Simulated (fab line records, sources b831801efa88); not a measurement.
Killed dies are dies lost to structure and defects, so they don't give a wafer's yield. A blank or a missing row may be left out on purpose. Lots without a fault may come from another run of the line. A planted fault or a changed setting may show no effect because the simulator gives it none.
fab line records | flow sky130 | part 1 of 2: steps 1 to 43 of 44
record lots=6 wafers=18 last_day=50
route steps=708 shown VIA2@527 METAL3@532 CAPM@537 PAD_OPEN@708
lots that met no fault: from a run of the same line without faults
start_h: hours from the record's first day to the start of the lot's first wafer shown | wait_h: hours since the lot's step before | " the same as in the row above | L1.1+2: a row that stands for several wafers | - no value, or no start given | * or withheld: withheld | < > ~ a bound
route shown NAME@n: a module of which the file shows steps, and the number in the route of the first | usual: mean/standard deviation of fault-free wafers | same: alike in all rows | chamber/n: place in a boat | sites: the reading at each site | _std_site: their standard deviation | _edge_site: outer sites' mean less inner sites' | radius_mm: how far each site lies from the wafer's centre | mask NAME#n: copy n | behind: the tool/chamber that last shaped the wafer | hold: why the lot was held/for how many hours/how that ended | device: the transistor (n, p or np) that didn't switch | end of line: the same wafers' tests at the end of the route | a step without rows: its recipe alone | killed: dies lost to structure and defects at the first sort, not the wafer's yield | map: a wafer's dies, x killed, . not, _ none there
set.NAME: the setting as run; set.NAME@STEP: as run at that earlier step | model.NAME: the simulator's own value behind a step, which no gauge read
lots at some steps of the route; a table a step, a row a wafer
services: from which hour (start_h, from the record's first day; less than 0 if before it) a tool's chamber was out of use, for how many hours, and why
## steps
# step SKY_VIA2_SPUTTER_20
# recipe material=TiN target_thk_nm=20 chamber_pressure_pa=5 power_w=4000 time_s=80
# step SKY_VIA2_CVD_21
# recipe material=W target_thk_nm=420 time_s=126.4 temp_c=400 pressure_torr=40
# usual heater_power_w=858/77
# columns lot.wafer tool chamber start_h wait_h heater_power_w
L285.2 cvd_w-02 0 859.26 0.0 922
L285.4 " 0 " " 925
L285.5 " 0 " " 946
L287.1 cvd_w-01 0 868.72 0.0 839
L287.3 " 0 " " 855
L287.4 " 1 " " 921
L293.1 cvd_w-02 1 925.39 0.0 771
L293.2 " 0 " " 944
L293.5 " 1 " " 772
L295.2 cvd_w-01 0 937.07 0.0 830
L295.4 " 1 " " 876
L295.5 " 0 " " 819
L297.3 cvd_w-01 0 947.76 0.1 812
L297.5 " 0 " " 803
L297.6 " 1 " " 887
L306.3 cvd_w-01 1 1024.91 0.1 879
L306.4 " 0 " " 846
L306.5 " 1 " " 882
# step SKY_VIA2_RS_MEAS_22
# recipe thk_meas_gauge=four-point-probe reads=W_of_VIA2_CVD_21+TiN_of_VIA2_SPUTTER_20
# usual VIA2_W_RS=0.2722/0.0029
# columns lot.wafer tool chamber start_h wait_h VIA2_W_RS[ohm/sq]
L285.2 film_metro-03 - 859.41 0.1 0.2712
L285.4 " - " " 0.2725
L285.5 " - " " 0.2736
L287.1 film_metro-02 - 868.85 0.1 0.2752
L287.3 " - " " 0.2754
L287.4 " - " " 0.2768
L293.1 film_metro-04 - 925.52 0.1 0.2764
L293.2 " - " " 0.2757
L293.5 " - " " 0.2693
L295.2 film_metro-02 - 937.22 0.1 0.2729
L295.4 " - " " 0.2709
L295.5 " - " " 0.2718
L297.3 film_metro-03 - 947.89 0.1 0.2725
L297.5 " - " " 0.2735
L297.6 " - " " 0.2708
L306.3 film_metro-02 - 1025.04 0.1 0.2769
L306.4 " - " " 0.2752
L306.5 " - " " 0.2737
# step SKY_VIA2_THK_MEAS_23
# recipe thk_meas_gauge=xrf reads=W_of_VIA2_CVD_21
# usual VIA2_W_THK=433/6.7
# columns lot.wafer tool chamber start_h wait_h VIA2_W_THK[nm]
L285.2 film_metro-03 - 859.52 0.1 432
L285.4 " - " " 433
L285.5 " - " " 435
L287.1 film_metro-02 - 868.97 0.1 428
L287.3 " - " " 429
L287.4 " - " " 426
L293.1 film_metro-04 - 925.64 0.1 432
L293.2 " - " " 435
L293.5 " - " " 446
L295.2 film_metro-02 - 937.33 0.1 428
L295.4 " - " " 433
L295.5 " - " " 434
L297.3 film_metro-03 - 947.99 0.1 435
L297.5 " - " " 434
L297.6 " - " " 436
L306.3 film_metro-02 - 1025.14 0.1 429
L306.4 " - " " 427
L306.5 " - " " 431
# step SKY_VIA2_CMP_24
# recipe stop_on=SiO2 t_overpolish_s=20 down_force_psi=3.5 platen_rpm=60 target_thk_nm=0 pad_velocity_m_s=0.94248
# usual motor_current_A=11.1/1.5 overpolish_run_s=20.000/0.0095 time_to_endpoint_s=101/5.8
# same t_overpolish_s=20
# columns lot.wafer tool chamber start_h wait_h motor_current_A overpolish_run_s time_to_endpoint_s
L285.2 cmp-01 0 859.65 0.1 13.8 20.002 105
L285.4 " 1 " " 11.4 20.012 96
L285.5 " 0 " " 14.0 19.989 106
L287.4 cmp-02 3 869.03 0.0 9.6 20.009 96
L287.3 " 0 " " 11.0 20.001 104
L287.1 " 2 " " 11.3 20.015 99
L293.2 cmp-01 2 925.70 0.0 10.8 19.995 98
L293.1 " 0 " " 13.5 20.001 103
L293.5 " 2 " " 9.8 20.001 104
L295.2 cmp-02 1 937.43 0.1 11.2 19.982 103
L295.4 " 3 " " 9.5 19.999 99
L295.5 " 0 " " 11.0 19.998 110
L297.3 cmp-01 1 948.03 0.0 12.0 19.994 91
L297.5 " 1 " " 12.0 20.000 90
L297.6 " 2 " " 10.6 19.998 97
L306.4 cmp-01 2 1025.23 0.1 9.9 20.012 96
L306.3 " 0 " " 13.6 20.003 105
L306.5 " 1 " " 11.6 19.995 94
# step SKY_METAL3_SPUTTER_00
# recipe material=Ti target_thk_nm=15 power_w=3000 time_s=10 chamber_pressure_pa=0.4
# step SKY_METAL3_SPUTTER_01
# recipe material=TiN target_thk_nm=20 power_w=6500 time_s=16.7 chamber_pressure_pa=0.4
# usual throttle_valve_pct=29.4/1
# columns lot.wafer tool chamber start_h wait_h throttle_valve_pct
L285.2 pvd_sputter-04 - 859.93 0.0 29.5
L285.4 " - " " 28.4
L285.5 " - " " 29.3
L287.1 pvd_sputter-04 - 869.35 0.0 29.2
L287.3 " - " " 28.2
L287.4 " - " " 29.6
L293.1 pvd_sputter-01 - 926.02 0.0 27.5
L293.2 " - " " 29.3
L293.5 " - " " 30.0
L295.2 pvd_sputter-04 - 937.71 0.0 29.3
L295.4 " - " " 29.5
L295.5 " - " " 29.3
L297.3 pvd_sputter-01 - 948.35 0.0 29.8
L297.5 " - " " 30.3
L297.6 " - " " 27.8
L306.3 pvd_sputter-04 - 1025.50 0.0 31.5
L306.4 " - " " 29.5
L306.5 " - " " 29.5
# step SKY_METAL3_SPUTTER_02
# recipe material=AlCu target_thk_nm=735 power_w=10600 time_s=39.1 chamber_pressure_pa=0.4
# step SKY_METAL3_SPUTTER_03
# recipe material=Ti target_thk_nm=5 power_w=3000 time_s=3.3 chamber_pressure_pa=0.4
# step SKY_METAL3_SPUTTER_04
# recipe material=TiN target_thk_nm=70 power_w=6500 time_s=58.3 chamber_pressure_pa=0.4
# usual throttle_valve_pct=29.4/1
# columns lot.wafer tool chamber start_h wait_h throttle_valve_pct
L285.2 pvd_sputter-04 - 860.01 0.0 29.3
L285.4 " - " " 28.7
L285.5 " - " " 29.3
L287.1 pvd_sputter-04 - 869.44 0.0 29.2
L287.3 " - " " 28.8
L287.4 " - " " 29.6
L293.1 pvd_sputter-01 - 926.10 0.0 27.5
L293.2 " - " " 29.3
L293.5 " - " " 30.2
L295.2 pvd_sputter-04 - 937.79 0.0 29.4
L295.4 " - " " 29.6
L295.5 " - " " 29.2
L297.3 pvd_sputter-01 - 948.43 0.0 29.6
L297.5 " - " " 30.1
L297.6 " - " " 27.6
L306.3 pvd_sputter-04 - 1025.58 0.0 31.4
L306.4 " - " " 29.5
L306.5 " - " " 29.3
# step SKY_CAPM_CVD_00
# recipe material=SiO2 target_thk_nm=15.5 temp_c=400 time_s=withheld rf_w=450
# step SKY_CAPM_THK_MEAS_01
# recipe reads=SiO2_of_CAPM_CVD_00
# usual CAPM_CVD_00_THK=15.56/0.28
# columns lot.wafer tool chamber start_h wait_h CAPM_CVD_00_THK[nm]
L285.2 film_metro-01 - 860.09 - 15.75
L285.4 " - " " 15.42
L285.5 " - " " 15.70
L287.1 film_metro-03 - 869.51 - 15.25
L287.3 " - " " 15.20
L287.4 " - " " 15.45
L293.1 film_metro-03 - 926.17 - 14.99
L293.2 " - " " 15.48
L293.5 " - " " 15.49
L295.2 film_metro-03 - 937.87 - 15.60
L295.4 " - " " 16.03
L295.5 " - " " 15.61
L297.3 film_metro-04 - 948.52 - 15.34
L297.5 " - " " 15.68
L297.6 " - " " 15.78
L306.3 film_metro-03 - 1025.67 - 15.25
L306.4 " - " " 15.64
L306.5 " - " " 15.23
# step SKY_CAPM_SPUTTER_02
# recipe material=TiN target_thk_nm=200 temp_c=300 power_w=6500 time_s=166.7 chamber_pressure_pa=0.4
# usual throttle_valve_pct=29.6/0.81
# columns lot.wafer tool chamber start_h wait_h throttle_valve_pct model.TiN_of_CAPM_SPUTTER_02.thk_nm
L285.2 pvd_sputter-03 - 860.14 0.0 29.1 206.6
L285.4 " - " " 30.9 203.9
L285.5 " - " " 29.0 200.6
L287.1 pvd_sputter-03 - 869.57 0.1 28.8 202.1
L287.3 " - " " 29.2 199.4
L287.4 " - " " 31.0 201.7
L293.1 pvd_sputter-03 - 926.23 0.1 30.7 169
L293.2 " - " " 29.2 199.2
L293.5 " - " " 29.4 199.7
L295.2 pvd_sputter-03 - 937.92 0.0 28.7 203
L295.4 " - " " 31.0 170.6
L295.5 " - " " 29.1 202.3
L297.3 pvd_sputter-02 - 948.56 0.0 30.3 202.4
L297.5 " - " " 30.6 202.3
L297.6 " - " " 29.3 204.6
L306.3 pvd_sputter-01 - 1025.71 0.0 27.5 201.5
L306.4 " - " " 30.0 202.5
L306.5 " - " " 30.3 203.9
# step SKY_CAPM_RS_MEAS_03
# recipe thk_meas_gauge=four-point-probe reads=TiN_of_CAPM_SPUTTER_02
# usual CAPM_TIN_RS=6.85/0.082
# columns lot.wafer tool chamber start_h wait_h CAPM_TIN_RS[ohm/sq]
L285.2 film_metro-03 - 860.27 0.1 6.68
L285.4 " - " " 6.78
L285.5 " - " " 6.89
L287.1 film_metro-01 - 869.68 0.1 6.84
L287.3 " - " " 6.94
L287.4 " - " " 6.85
L293.1 film_metro-04 - 926.34 0.1 8.23
L293.2 " - " " 6.96
L293.5 " - " " 6.93
L295.2 film_metro-04 - 938.05 0.1 6.83
L295.4 " - " " 8.15
L295.5 " - " " 6.84
L297.3 film_metro-03 - 948.71 0.1 6.81
L297.5 " - " " 6.83
L297.6 " - " " 6.74
L306.3 film_metro-03 - 1025.86 0.1 6.85
L306.4 " - " " 6.81
L306.5 " - " " 6.77
# step SKY_CAPM_THK_MEAS_04
# recipe thk_meas_gauge=xrf reads=TiN_of_CAPM_SPUTTER_02
# usual CAPM_TIN_THK=204.2/2.6
# columns lot.wafer tool chamber start_h wait_h CAPM_TIN_THK[nm]
L285.2 film_metro-03 - 860.38 0.1 207.9
L285.4 " - " " 204.3
L285.5 " - " " 201.1
L287.1 film_metro-01 - 869.80 0.1 204.5
L287.3 " - " " 201.9
L287.4 " - " " 203.9
L293.1 film_metro-04 - 926.46 0.1 173.0
L293.2 " - " " 203.7
L293.5 " - " " 203.7
L295.2 film_metro-04 - 938.16 0.1 207.9
L295.4 " - " " 174.1
L295.5 " - " " 205.8
L297.3 film_metro-03 - 948.81 0.1 204.5
L297.5 " - " " 203.5
L297.6 " - " " 207.6
L306.3 film_metro-03 - 1025.96 0.1 202.2
L306.4 " - " " 203.6
L306.5 " - " " 206.0
# step SKY_CAPM_DEHYDRATE_05
# recipe temp_c=200 time_s=60
# step SKY_CAPM_HMDS_06
# recipe prime_time_s=60 prime_temp_c=120
# step SKY_CAPM_COAT_07
# recipe resist=NOVOLAK spin_rpm=3000 resist_thk_nm=1140
# step SKY_CAPM_SOFTBAKE_08
# recipe temp_c=90 time_s=60 resist=NOVOLAK
# step SKY_CAPM_EXPOSE_09
# recipe mask_id=CAPM na=0.6 source_shape=conventional sigma_outer=0.6 polarization=unpolarized target_cd_nm=1000 dose_mj=159
# step SKY_CAPM_PEB_10
# recipe temp_c=withheld time_s=* resist=NOVOLAK
# step SKY_CAPM_DEVELOP_11
# recipe resist=NOVOLAK developer=TMAH develop_time_s=60 dev_temp_c=23
# step SKY_CAPM_OVL_MEAS_12
# usual CAPM_OVL=-0.3/0.96
# columns lot.wafer tool chamber start_h wait_h CAPM_OVL[nm]
L285.2 overlay-02 - 885.91 0.1 -0.8
L285.4 " - " " -0.4
L285.5 " - " " -0.6
L287.1 overlay-01 - 895.05 0.1 -1.6
L287.3 " - " " -1.1
L287.4 " - " " -1.5
L293.1 overlay-01 - 950.95 0.1 0.4
L293.2 " - " " 0.7
L293.5 " - " " 1.7
L295.2 overlay-02 - 962.71 0.1 -1.1
L295.4 " - " " -0.5
L295.5 " - " " -2.1
L297.3 overlay-01 - 972.92 0.1 0.1
L297.5 " - " " 0.1
L297.6 " - " " 0.2
L306.3 overlay-01 - 1047.99 0.1 -0.9
L306.4 " - " " 2.5
L306.5 " - " " 0.4
# step SKY_CAPM_METAL_ETCH_13
# recipe target_depth_nm=220 stop_on=SiO2 chemistry=Cl2/BCl3 target=TiN pressure_mtorr=10 icp_w=900 bias_w=48.5 Cl2_flow_sccm=60 bcl3_flow_sccm=30 time_s=62.9
# usual bcl3_flow_sccm=30.00/0.088 drypump_motor_current_A=5.9/0.32 oes_product_au=0.946/0.0077 throttle_valve_pct=21.899/0.0099
# columns lot.wafer tool chamber start_h wait_h bcl3_flow_sccm drypump_motor_current_A oes_product_au rf_hours_counter_h throttle_valve_pct
L285.2 rie_metal-03 0 885.94 0.0 29.82 5.8 0.963 9 21.894
L285.4 " 0 " " 29.82 5.8 0.956 - 21.894
L285.5 " 0 " " 29.95 5.8 0.947 - 21.907
L287.1 rie_metal-04 0 895.09 0.0 29.85 6.1 0.950 9 21.909
L287.3 " 0 " " 30.07 6.1 0.936 - 21.904
L287.4 " 1 " " 30.02 5.5 0.943 - 21.888
L293.1 rie_metal-03 1 950.99 0.0 30.00 6.0 0.857 9 21.957
L293.2 " 0 " " 30.10 5.8 0.933 12 21.898
L293.5 " 0 " " 30.15 5.8 0.945 - 21.898
L295.2 rie_metal-01 0 962.74 0.0 29.87 5.2 0.947 6 21.901
L295.4 " 1 " " 30.03 6.5 0.864 - 21.958
L295.5 " 0 " " 29.88 5.2 0.937 - 21.887
L297.3 rie_metal-04 1 972.97 0.0 29.99 5.5 0.946 - 21.906
L297.5 " 1 " " 29.92 5.5 0.950 - 21.899
L297.6 " 0 " " 30.00 6.1 0.955 - 21.898
L306.3 rie_metal-04 1 1048.04 0.0 30.01 5.5 0.944 - 21.869
L306.4 " 0 " " 29.77 6.1 0.945 - 21.890
L306.5 " 0 " " 30.01 6.1 0.950 - 21.891
# step SKY_CAPM_STRIP_14
# recipe chemistry=O2/N2 power_w=1400 pressure_mtorr=1500 platen_temp_c=withheld o2_flow_sccm=3000 n2_flow_sccm=300 overash_fraction=0.5
# step SKY_CAPM_STRIP_15
# recipe chemistry=post_etch_residue_remover time_s=1200 temp_c=72.5
# step SKY_CAPM_CLEAN_16
# recipe chemistry=IPA time_s=180 temp_c=25
# step SKY_CAPM_CLEAN_17
# recipe chemistry=O3/DIW dry=n2_spin
# step SKY_METAL3_DEHYDRATE_05
# recipe temp_c=200 time_s=60
# step SKY_METAL3_HMDS_06
# recipe prime_time_s=60 prime_temp_c=120
# step SKY_METAL3_COAT_07
# recipe resist=BARC temp_c=withheld time_s=withheld spin_rpm=3000 resist_thk_nm=60
# step SKY_METAL3_COAT_08
# recipe resist=KrF-thick spin_rpm=3000 resist_thk_nm=1140
# step SKY_METAL3_SOFTBAKE_09
# recipe temp_c=100 time_s=90 resist=KrF-thick
# step SKY_METAL3_EXPOSE_10
# recipe mask_id=MM3 na=0.68 source_shape=annular sigma_inner=0.4 sigma_outer=0.8 target_cd_nm=300 dose_mj=28
# step SKY_METAL3_PEB_11
# recipe peb_temp_c=withheld peb_time_s=withheld resist=KrF-thick
# step SKY_METAL3_DEVELOP_12
# recipe develop_time_s=60 resist=KrF-thick dev_temp_c=21
# step SKY_METAL3_CD_MEAS_13
# recipe target_cd_nm=300
# usual cd_nm=300.1/1.2
# columns lot.wafer tool chamber start_h wait_h cd_nm
L285.2 cd_sem-02 - 911.93 - 298.4
L285.4 " - " " 298.1
L285.5 " - " " 299.2
L287.1 cd_sem-02 - 920.28 - 300.0
L287.3 " - " " 300.7
L287.4 " - " " 299.7
L293.1 cd_sem-02 - 975.41 - 301.6
L293.2 " - " " 300.6
L293.5 " - " " 301.1
L295.2 cd_sem-02 - 987.53 - 300.7
L295.4 " - " " 300.2
L295.5 " - " " 301.1
L297.3 cd_sem-02 - 997.07 - 299.6
L297.5 " - " " 298.2
L297.6 " - " " 301.2
L306.3 cd_sem-02 - 1070.17 - 300.8
L306.4 " - " " 300.6
L306.5 " - " " 301.3
# step SKY_METAL3_OVL_MEAS_14
# usual METAL3_OVL=-2/6
# columns lot.wafer tool chamber start_h wait_h METAL3_OVL[nm]
L285.2 overlay-01 - 912.04 0.1 0
L285.4 " - " " -6
L285.5 " - " " -9
L287.1 overlay-01 - 920.40 0.1 6
L287.3 " - " " 10
L287.4 " - " " 9
L293.1 overlay-01 - 975.53 0.1 -10
L293.2 " - " " -12
L293.5 " - " " -18
L295.2 overlay-01 - 987.64 0.1 -2
L295.4 " - " " -4
L295.5 " - " " -4
L297.3 overlay-01 - 997.16 0.1 -5
L297.5 " - " " -13
L297.6 " - " " -7
L306.3 overlay-01 - 1070.26 0.1 -5
L306.4 " - " " -11
L306.5 " - " " -8
# step SKY_METAL3_DESCUM_15
# recipe chemistry=O2 source_power_w=150 bias_power_w=0 pressure_mtorr=10 temp_c=40 time_s=8
# usual drypump_motor_current_A=5.90/0.29 oes_product_au=1.007/0.019
# columns lot.wafer tool chamber start_h wait_h drypump_motor_current_A oes_product_au rf_hours_counter_h
L285.2 rie_metal-02 1 912.07 0.0 6.08 0.978 8
L285.4 " 1 " " 6.11 0.973 -
L285.5 " 0 " " 5.86 0.987 -
L287.1 rie_metal-02 0 920.43 0.0 5.89 1.003 11
L287.3 " 0 " " 5.86 1.007 -
L287.4 " 1 " " 6.12 0.980 -
L293.1 rie_metal-02 1 975.56 0.0 6.11 0.988 12
L293.2 " 0 " " 5.89 0.997 13
L293.5 " 0 " " 5.89 0.988 -
L295.2 rie_metal-03 0 987.67 0.0 5.74 1.012 14
L295.4 " 0 " " 5.81 1.007 -
L295.5 " 1 " " 5.98 1.027 -
L297.3 rie_metal-03 1 997.20 0.0 6.02 1.030 -
L297.5 " 0 " " 5.80 1.002 -
L297.6 " 1 " " 6.01 1.024 -
L306.3 rie_metal-03 0 1070.30 0.0 5.80 1.006 -
L306.4 " 1 " " 5.93 1.026 -
L306.5 " 1 " " 5.93 1.014 -
# step SKY_METAL3_ETCH_16
# recipe chemistry=N2/H2 target=BARC ion_energy_ev=200 bias_w=100 pressure_mtorr=30 n2_flow_sccm=100 h2_flow_sccm=200 icp_w=500 stop_on=SiO2 time_s=88.2 target_depth_a=600
# step SKY_METAL3_ETCH_17
# recipe target=SiO2 stop_on=TiN chemistry=C4F8/O2/Ar source_w=1500 bias_w=1200 pressure_mtorr=40 c4f8_flow_sccm=withheld O2_flow_sccm=6 Ar_flow_sccm=300 time_s=3.9 target_depth_a=150
# step SKY_METAL3_METAL_ETCH_18
# recipe target_depth_a=8450 stop_on=SiO2 over_etch_frac=0.3 time_s=183.1 chemistry=Cl2/BCl3 resist_sidewall_deg=88 pressure_mtorr=10 icp_w=900 bias_w=48.5 Cl2_flow_sccm=60 bcl3_flow_sccm=30
# step SKY_METAL3_STRIP_20
# recipe chemistry=post_etch_residue_remover time_s=1200 temp_c=72.5
# columns lot.wafer tool chamber start_h wait_h model.TiN_of_CAPM_SPUTTER_02.thk_nm
L285.2 wet_bench-04 1 912.50 0.1 205.8
L285.4 " 1 " " 203.1
L285.5 " 1 " " 199.7
L287.1 wet_bench-04 0 920.86 0.1 201.2
L287.3 " 0 " " 198.5
L287.4 " 0 " " 200.9
L293.1 wet_bench-01 2 975.99 0.1 168.2
L293.2 " 2 " " 198.4
L293.5 " 2 " " 198.8
L295.2 wet_bench-04 3 988.10 0.1 202.2
L295.4 " 3 " " 169.7
L295.5 " 3 " " 201.4
L297.3 wet_bench-04 1 997.62 0.0 201.6
L297.5 " 1 " " 201.5
L297.6 " 1 " " 203.7
L306.3 wet_bench-01 2 1070.71 0.0 200.7
L306.4 " 2 " " 201.6
L306.5 " 2 " " 203.1
## key
first_sign step=SKY_CAPM_RS_MEAS_03 reading=CAPM_TIN_RS direction=up sigmas=16 usual=6.85 struck=8.19
effect step=SKY_CAPM_THK_MEAS_04 reading=CAPM_TIN_THK direction=down sigmas=12 usual=204.2 struck=173.6
effect step=SKY_CAPM_METAL_ETCH_13 reading=oes_product_au direction=down sigmas=11 usual=0.946 struck=0.860
model_effect step=SKY_CAPM_SPUTTER_02 value=TiN_of_CAPM_SPUTTER_02.thk_nm without=201.6 struck=169.8
model_effect step=SKY_METAL3_STRIP_20 value=TiN_of_CAPM_SPUTTER_02.thk_nm without=200.8 struck=169
model_effect step=SKY_PAD_OPEN_PROBE_99 value=etest.cap_mim.plate_ohm_sq without=5.959 struck=7.076
met_at SKY_CAPM_SPUTTER_02
struck_wafers L293.1,L295.4
onset_between 869.57 926.23
fault kind=process_parameter_drift tool=pvd_sputter-03 chamber=- onset_h=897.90 steps=SKY_CAPM_SPUTTER_02 channel=time_s offset=* shape=step end_h=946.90 acts_in=* stated=* scope=struck_wafers_only
